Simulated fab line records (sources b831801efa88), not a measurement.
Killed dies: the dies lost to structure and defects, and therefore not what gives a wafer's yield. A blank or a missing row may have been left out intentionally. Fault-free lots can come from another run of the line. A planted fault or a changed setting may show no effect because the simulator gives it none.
fab line records	flow sky130
record lots=11	wafers=33	lastDay=50
route steps=708 shown FIELD_ISO@16 SONOS_ONO@181 POLY_GATE@231 PAD_OPEN@708
lots untouched by any fault: they come from a run of this same line in which no faults occurred
startH: start of the lot's first displayed wafer, in hours after the record's first day	waitH: time in hours since the lot's previous step	" the same as in the row above	L1.1+2: a row that stands for several wafers	- value missing, or start not given	* or withheld: withheld	< > ~ a bound
route shown NAME@n: names a module that has steps shown in the file, with the first one's number in the route	usual: the fault-free wafers' mean and standard deviation	same: alike in all rows	chamber/n: place in a boat	sites: each site's reading	_std_site: standard deviation of those values	_edge_site: outer sites' mean less inner sites'	radiusMm: how far each site lies from the wafer's centre	mask NAME#n: copy n	behind: the tool/chamber that last shaped the wafer	hold: why the lot was held/for how many hours/how that ended	device: the n, p or np transistor that did not switch	end of line: the route-end tests of the same wafers	where a step has no rows: the recipe by itself	killed: dies lost to structure and defects at the first sort, not the wafer's yield	map: dies across one wafer; x = killed, . = not, _ = none there
set.NAME: setting as actually run; set.NAME@STEP: the setting as run at that earlier step	model.NAME: the simulator's own value behind a step, which no gauge read
one table for each step of the route and one row for each wafer, over a sample of lots
services: when a tool's chamber went out of use (startH, in hours from the record's first day, below 0 if earlier), for how many hours, and the reason
## steps
# step SKY_FIELD_ISO_ETCH_15
# recipe chemistry=CHF3/O2	targetDepthNm=180	stopOn=Si	sourceW=600	biasW=200	pressureMtorr=40	chf3FlowSccm=50	O2_flow_sccm=5	timeS=72
# usual O2_flow_sccm=5.001/0.015	biasW=200.1/0.61	drypumpMotorCurrentA=5.7/0.51	oesProductAu=0.986/0.0062	throttleValvePct=8.856/0.0087
lot.wafer	tool	chamber	startH	waitH	O2_flow_sccm	biasW	drypumpMotorCurrentA	oesProductAu	rfHoursCounterH	throttleValvePct
L906.3	rieDiel-03	2	39.90	0.0	5.006	200.8	5.8	0.988	86	8.845
L906.4	"	3	"	"	5.008	200.2	6.1	0.986	137	8.853
L906.6	"	2	"	"	5.009	201.2	5.8	0.969	-	8.839
L910.1	rieDiel-02	2	61.64	0.0	5.010	200.2	4.7	0.992	73	8.845
L910.4	"	1	"	"	5.012	201.2	4.8	0.980	-	8.839
L910.6	"	0	"	"	5.002	200.8	4.8	0.983	-	8.857
L912.2	rieDiel-02	2	69.37	0.0	4.981	200.9	4.7	0.989	73	8.868
L912.3	"	0	"	"	5.024	200.8	4.8	0.984	-	8.866
L912.6	"	0	"	"	5.017	200.6	4.8	0.984	-	8.863
L914.3	rieDiel-01	2	83.65	0.0	4.999	199.7	6.3	0.974	18	8.854
L914.4	"	2	"	"	5.014	200.5	6.4	0.983	-	8.862
L914.6	"	1	"	"	4.983	199.1	6.0	0.983	-	8.862
L916.1	rieDiel-01	1	93.95	0.0	4.994	201.1	6.0	0.977	46	8.859
L916.4	"	0	"	"	5.002	200.1	6.1	0.985	5	8.870
L916.6	"	0	"	"	4.994	200.0	6.1	0.981	-	8.859
L917.1	rieDiel-02	3	99.39	0.0	4.988	199.9	5.5	0.986	115	8.852
L917.4	"	1	"	"	5.020	199.4	4.9	0.988	150	8.870
L917.6	"	0	"	"	5.010	198.8	4.8	0.990	-	8.872
L919.1	rieDiel-03	3	106.88	0.0	4.992	200.0	6.2	0.981	139	8.858
L919.4	"	1	"	"	4.993	201.1	5.8	0.980	93	8.844
L919.6	"	0	"	"	5.016	199.2	5.5	0.993	-	8.864
L921.2	rieDiel-01	1	117.45	0.0	5.003	199.0	6.0	0.994	46	8.856
L921.4	"	2	"	"	4.997	199.8	6.4	0.976	19	8.848
L921.5	"	3	"	"	4.992	200.5	6.0	0.989	-	8.861
L923.1	rieDiel-03	3	126.80	0.0	4.994	200.4	6.2	0.997	139	8.852
L923.5	"	0	"	"	5.027	200.6	5.6	0.991	-	8.860
L923.6	"	1	"	"	4.976	201.1	5.8	0.985	-	8.849
L925.3	rieDiel-03	1	140.60	0.0	5.011	199.8	5.8	0.974	94	8.850
L925.4	"	2	"	"	5.008	199.2	5.7	0.981	89	8.852
L925.5	"	2	"	"	4.999	200.5	5.7	0.990	-	8.852
L926.1	rieDiel-03	2	142.80	0.0	4.987	200.3	5.8	0.997	89	8.847
L926.3	"	0	"	"	4.999	200.2	5.5	0.979	19	8.841
L926.5	"	2	"	"	4.994	200.5	5.8	0.987	-	8.850
# step SKY_SONOS_ONO_CD_MEAS_13
# recipe targetCdNm=410
# usual cdNm=410.4/2.6
lot.wafer	tool	chamber	startH	waitH	cdNm
L906.3	cdSem-02	-	310.32	0.1	408.6
L906.4	"	-	"	"	407.2
L906.6	"	-	"	"	408.2
L910.1	cdSem-02	-	343.05	0.1	405.9
L910.4	"	-	"	"	409.2
L910.6	"	-	"	"	406.5
L912.2	cdSem-02	-	353.47	0.1	414.7
L912.3	"	-	"	"	413.2
L912.6	"	-	"	"	413.4
L914.3	cdSem-02	-	359.22	0.1	413.2
L914.4	"	-	"	"	413.6
L914.6	"	-	"	"	414.2
L916.1	cdSem-01	-	383.53	0.1	413.2
L916.4	"	-	"	"	412.6
L916.6	"	-	"	"	413.7
L917.1	cdSem-01	-	390.25	0.1	411.6
L917.4	"	-	"	"	411.3
L917.6	"	-	"	"	408.1
L919.1	cdSem-01	-	404.13	0.1	409.3
L919.4	"	-	"	"	407.2
L919.6	"	-	"	"	409.7
L921.2	cdSem-02	-	418.68	0.1	408.2
L921.4	"	-	"	"	410.1
L921.5	"	-	"	"	414.0
L923.1	cdSem-02	-	431.66	0.1	410.8
L923.5	"	-	"	"	408.7
L923.6	"	-	"	"	409.9
L925.3	cdSem-02	-	452.67	0.1	411.3
L925.4	"	-	"	"	413.2
L925.5	"	-	"	"	412.3
L926.1	cdSem-02	-	460.21	0.1	404.8
L926.3	"	-	"	"	402.5
L926.5	"	-	"	"	405.7
# step SKY_POLY_GATE_ETCH_17
# recipe targetDepthNm=180	stopOn=SiO2	overEtchFrac=0.56667	chemistry=HBr/Cl2	target=poly-Si	icpW=400	biasW=100	pressureMtorr=10	HBr_flow_sccm=150	Cl2_flow_sccm=50	timeS=70.5
# usual HBr_flow_sccm=150.0/0.47	biasW=99.99/0.3	drypumpMotorCurrentA=5.6/0.47	oesProductAu=0.984/0.007	overEtchFrac=0.56667/0	throttleValvePct=33.684/0.0089
lot.wafer	tool	chamber	startH	waitH	HBr_flow_sccm	biasW	drypumpMotorCurrentA	oesProductAu	overEtchFrac	rfHoursCounterH	throttleValvePct
L906.3	rieSi-01	0	400.42	0.0	150.1	99.75	5.3	0.984	0.56667	2	33.671
L906.4	"	3	"	"	149.7	99.61	5.1	0.988	0.56667	48	33.683
L906.6	"	2	"	"	150.3	100.46	6.5	0.977	0.56667	-	33.690
L910.1	rieSi-01	1	441.73	0.0	150.9	99.64	5.5	0.989	0.56667	12	33.677
L910.4	"	3	"	"	149.7	100.40	5.1	0.990	0.56667	48	33.684
L910.6	"	0	"	"	149.4	99.91	5.3	0.992	0.56667	-	33.687
L912.2	rieSi-01	0	447.42	0.0	150.2	99.75	5.3	0.978	0.56667	2	33.675
L912.3	"	3	"	"	150.0	99.19	5.1	0.976	0.56667	48	33.683
L912.6	"	1	"	"	150.0	100.04	5.5	0.988	0.56667	-	33.687
L914.3	rieSi-02	1	457.57	0.0	-	-	-	-	-	-	-
L914.4	"	0	"	"	-	-	-	-	-	-	-
L914.6	"	2	"	"	-	-	-	-	-	-	-
L917.1	rieSi-01	3	510.07	0.0	-	-	-	-	-	-	-
L917.4	"	1	"	"	-	-	-	-	-	-	-
L917.6	"	0	"	"	-	-	-	-	-	-	-
L916.1	rieSi-02	1	510.87	0.0	150.6	99.89	5.5	0.968	0.56667	2	33.679
L916.4	"	3	"	"	150.2	99.57	5.8	0.975	0.56667	1	33.676
L916.6	"	2	"	"	149.6	99.72	5.0	0.980	0.56667	-	33.673
L919.1	rieSi-02	3	514.62	0.0	149.3	99.54	5.8	0.995	0.56667	1	33.673
L919.4	"	1	"	"	149.5	99.95	5.4	0.993	0.56667	2	33.675
L919.6	"	0	"	"	150.3	99.95	6.1	0.982	0.56667	-	33.691
L921.2	rieSi-01	0	517.32	0.0	150.4	100.59	5.3	0.975	0.56667	3	33.673
L921.4	"	1	"	"	150.2	100.15	5.5	0.977	0.56667	12	33.690
L921.5	"	0	"	"	150.1	100.28	5.3	0.976	0.56667	-	33.672
L923.1	rieSi-01	1	534.97	0.0	150.4	99.40	5.5	0.986	0.56667	12	33.693
L923.5	"	1	"	"	149.7	99.63	5.5	0.993	0.56667	-	33.670
L923.6	"	2	"	"	149.9	100.17	6.5	1.000	0.56667	-	33.678
L925.3	rieSi-01	0	550.37	0.0	150.1	100.35	5.3	0.981	0.56667	3	33.692
L925.4	"	0	"	"	150.6	100.13	5.3	0.986	0.56667	-	33.687
L925.5	"	1	"	"	150.5	100.33	5.5	0.987	0.56667	-	33.681
L926.1	rieSi-02	2	557.78	0.0	148.9	100.00	5.0	0.992	0.56667	37	33.689
L926.3	"	1	"	"	150.5	100.22	5.5	0.982	0.56667	2	33.700
L926.5	"	2	"	"	149.1	99.94	5.0	0.993	0.56667	-	33.674
# step SKY_POLY_GATE_STRIP_18
# recipe chemistry=O2/N2	powerW=1400	pressureMtorr=1500	platenTempC=withheld	o2FlowSccm=3000	n2FlowSccm=300	overashFraction=0.5
# usual drypumpMotorCurrentA=5.4/0.31	oesProductAu=0.362/0.0048	stripTimeToEndpointS=3.196/0.028
lot.wafer	tool	chamber	startH	waitH	drypumpMotorCurrentA	oesProductAu	rfHoursCounterH	stripTimeToEndpointS
L906.3	plasmaAsher-01	0	400.51	0.1	5.7	0.362	-	3.252
L906.4	"	1	"	"	5.0	0.364	-	3.208
L906.6	"	0	"	"	5.8	0.358	-	3.200
L910.1	plasmaAsher-02	1	441.79	0.0	5.4	0.360	0	3.181
L910.4	"	1	"	"	5.4	0.360	-	3.160
L910.6	"	1	"	"	5.4	0.367	-	3.156
L912.2	plasmaAsher-02	0	447.47	0.0	5.1	0.357	1	3.171
L912.3	"	0	"	"	5.1	0.372	-	3.239
L912.6	"	1	"	"	5.4	0.370	-	3.227
L914.3	plasmaAsher-03	0	457.66	0.1	5.3	0.406	-	4.227
L914.4	"	1	"	"	5.9	0.410	-	4.190
L914.6	"	0	"	"	5.3	0.405	-	4.197
L917.1	plasmaAsher-02	0	510.13	0.0	5.1	0.399	6	4.267
L917.4	"	1	"	"	5.4	0.404	-	4.234
L917.6	"	1	"	"	5.4	0.399	-	4.223
L916.1	plasmaAsher-01	1	510.92	0.0	4.9	0.363	82	3.146
L916.4	"	1	"	"	4.9	0.358	-	3.175
L916.6	"	1	"	"	4.9	0.352	-	3.175
L919.1	plasmaAsher-03	1	514.68	0.0	6.0	0.361	40	3.176
L919.4	"	1	"	"	5.9	0.365	-	3.191
L919.6	"	1	"	"	6.0	0.363	-	3.212
L921.2	plasmaAsher-01	1	517.37	0.0	4.9	0.363	83	3.183
L921.4	"	0	"	"	5.7	0.366	-	3.195
L921.5	"	1	"	"	5.0	0.363	-	3.199
L923.1	plasmaAsher-02	0	535.02	0.0	5.1	0.361	9	3.179
L923.5	"	1	"	"	5.3	0.366	-	3.183
L923.6	"	0	"	"	5.1	0.363	-	3.179
L925.3	plasmaAsher-02	1	550.46	0.1	5.4	0.362	-	3.215
L925.4	"	0	"	"	5.1	0.363	-	3.220
L925.5	"	1	"	"	5.4	0.361	-	3.232
L926.1	plasmaAsher-02	0	557.84	0.0	5.1	0.359	11	3.148
L926.3	"	0	"	"	5.1	0.357	-	3.179
L926.5	"	0	"	"	5.1	0.361	-	3.199
# step SKY_PAD_OPEN_PROBE_99
# usual killed_at_M0_to_M3=44/7.4	killed_at_M4_up=3.2/2	killedAtContacts=24/5.1	killedAtFrontEnd=15/4.8	killedAtOther=0.2/0.46	killedDies=86/10	killedOnRim=17/3.6	killedOpen=47/7.5	killedShort=39/7
# same grossDies=492	killedAtBackSide=0
lot.wafer	tool	chamber	startH	waitH	killed_at_M0_to_M3	killed_at_M4_up	killedAtContacts	killedAtFrontEnd	killedAtOther	killedDies	killedOnRim	killedOpen	killedShort
L914.3	prober-02	-	1135.52	0.2	33	2	25	432	0	492	96	39	40
L914.4	prober-02	-	1135.57	0.2	43	0	19	429	1	492	96	46	30
L914.6	prober-02	-	1135.67	0.2	44	5	28	415	0	492	96	34	52
L917.1	prober-02	-	1163.71	0.1	53	0	22	417	0	492	96	47	40
L917.4	prober-02	-	1163.86	0.2	40	5	31	415	1	492	96	39	53
L917.6	prober-02	-	1163.96	0.2	52	4	27	409	0	492	96	42	53
L916.1	prober-01	-	1166.98	0.1	47	5	31	12	0	95	17	44	51
L916.4	prober-01	-	1167.13	0.2	33	2	17	9	0	61	13	36	22
L916.6	prober-01	-	1167.23	0.2	44	4	18	15	1	82	20	47	35
# killed by level:class
L914.3 POLY_GATE:areaEtch=413 CONTACT:geometricParticle:open=11 FIELD_ISO:geometricParticle:short=7 METAL2:geometricParticle:short=7 VIA1:geometricParticle:open=6 VIA3:geometricParticle:open=5 FIELD_ISO:geometricParticle:open=4 LI_CONTACT:geometricParticle:open=4
L914.4 POLY_GATE:areaEtch=416 LI_CONTACT:geometricParticle:open=11 VIA3:geometricParticle:open=8 VIA1:geometricParticle:open=7 METAL2:geometricParticle:short=7 VIA1:geometricParticle:short=6 VIA2:geometricParticle:open=6 FIELD_ISO:geometricParticle:short=4
L914.6 POLY_GATE:areaEtch=406 CONTACT:geometricParticle:short=9 VIA1:geometricParticle:open=9 VIA1:geometricParticle:short=8 CONTACT:geometricParticle:open=7 METAL2:geometricParticle:short=7 VIA2:geometricParticle:short=5 METAL1:geometricParticle:short=4
L917.1 POLY_GATE:areaEtch=405 VIA2:geometricParticle:open=12 VIA1:geometricParticle:open=10 METAL2:geometricParticle:short=7 LI_CONTACT:geometricParticle:open=6 LI_CONTACT:geometricParticle:short=6 FIELD_ISO:geometricParticle:short=5 VIA3:geometricParticle:open=5
L917.4 POLY_GATE:areaEtch=399 LI_CONTACT:geometricParticle:open=11 FIELD_ISO:geometricParticle:short=9 VIA1:geometricParticle:open=9 CONTACT:geometricParticle:short=7 METAL1:geometricParticle:short=7 VIA2:geometricParticle:open=6 VIA2:geometricParticle:short=5
L917.6 POLY_GATE:areaEtch=397 METAL1:geometricParticle:short=9 METAL2:geometricParticle:short=8 LI_CONTACT:geometricParticle:open=8 VIA3:geometricParticle:open=8 CONTACT:geometricParticle:open=7 VIA1:geometricParticle:short=7 VIA2:geometricParticle:open=7
L916.1 VIA1:geometricParticle:open=12 LI_CONTACT:geometricParticle:open=10 VIA1:geometricParticle:short=10 CONTACT:geometricParticle:short=7 CONTACT:geometricParticle:open=7 METAL2:geometricParticle:short=5 VIA3:geometricParticle:short=5 METAL3:geometricParticle:short=4
L916.4 VIA1:geometricParticle:open=14 LI_CONTACT:geometricParticle:open=6 CONTACT:geometricParticle:open=5 LOCAL_INTERCONNECT:geometricParticle:short=4 METAL1:geometricParticle:short=4 FIELD_ISO:geometricParticle:open=3 METAL2:geometricParticle:short=3 VIA2:geometricParticle:open=3
L916.6 VIA1:geometricParticle:open=14 CONTACT:geometricParticle:open=7 VIA3:geometricParticle:open=6 LI_CONTACT:geometricParticle:open=4 VIA1:geometricParticle:short=4 METAL1:geometricParticle:short=4 METAL2:geometricParticle:short=4 VIA2:geometricParticle:short=4
## services
tool	chamber	startH	hours	kind
rieDiel-03	3	22.43	8.5	repair
rieSi-02	-	50.24	2.8	pm
rieDiel-02	1	68.41	2.9	repair
rieDiel-03	1	84.57	2.2	repair
plasmaAsher-02	-	98.71	0.9	repair
rieDiel-03	-	188.25	4.0	pm
rieDiel-03	1	192.80	2.6	repair
rieDiel-03	0	246.22	8.0	repair
rieSi-01	1	265.57	12.5	repair
plasmaAsher-02	-	295.69	2.2	repair
plasmaAsher-02	-	317.88	5.0	repair
rieSi-02	-	319.24	4.3	pm
rieDiel-03	3	347.35	3.2	repair
plasmaAsher-02	-	357.40	0.4	repair
rieDiel-03	2	366.71	15.3	repair
rieSi-02	-	383.95	14.6	pm
plasmaAsher-02	-	411.99	16.5	repair
rieDiel-03	-	412.85	2.8	pm
plasmaAsher-02	-	428.52	9.0	pm
plasmaAsher-02	-	431.02	0.7	repair
plasmaAsher-02	-	462.08	4.4	repair
plasmaAsher-02	-	480.30	1.3	repair
plasmaAsher-02	-	484.22	0.6	repair
rieDiel-03	0	557.32	4.4	repair
## key
firstSign step=SKY_POLY_GATE_ETCH_17	reading=toolRecord	direction=missing
effect step=SKY_POLY_GATE_STRIP_18	reading=stripTimeToEndpointS	direction=up	sigmas=37	usual=*	struck=*
effect step=SKY_PAD_OPEN_PROBE_99	reading=killedAtFrontEnd	direction=up	sigmas=84	usual=15	struck=420
moreKillsBornAt SKY_POLY_GATE_ETCH_17@rieSi-02=1235	SKY_POLY_GATE_ETCH_17@rieSi-01=1201
metAt SKY_POLY_GATE_ETCH_17
struckLots L914,L917
laterRowsLeftOut L914.3,L914.4,L914.6,L917.1,L917.4,L917.6
testerLeftOut L914,L917
notActingAt SKY_FIELD_ISO_ETCH_15,SKY_SONOS_ONO_CD_MEAS_13
onsetBetween 447.42 457.57
fault kind=skippedStepWhole	tool=rieSi-01,rieSi-02	chamber=-	onsetH=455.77	steps=SKY_POLY_GATE_ETCH_17	scope=struckLotsOnly
# testerLeftOut: of these lots the tester's yield and bins aren't shown, on N5 and GAA mostly nor the transistor test; their killed dies are dies lost to structure and defects alone, not to doping, threshold or leakage, so they don't give the yield
# laterRowsLeftOut: the simulator's readings of these wafers behind a module that went badly wrong aren't trusted and aren't shown, but for the sort
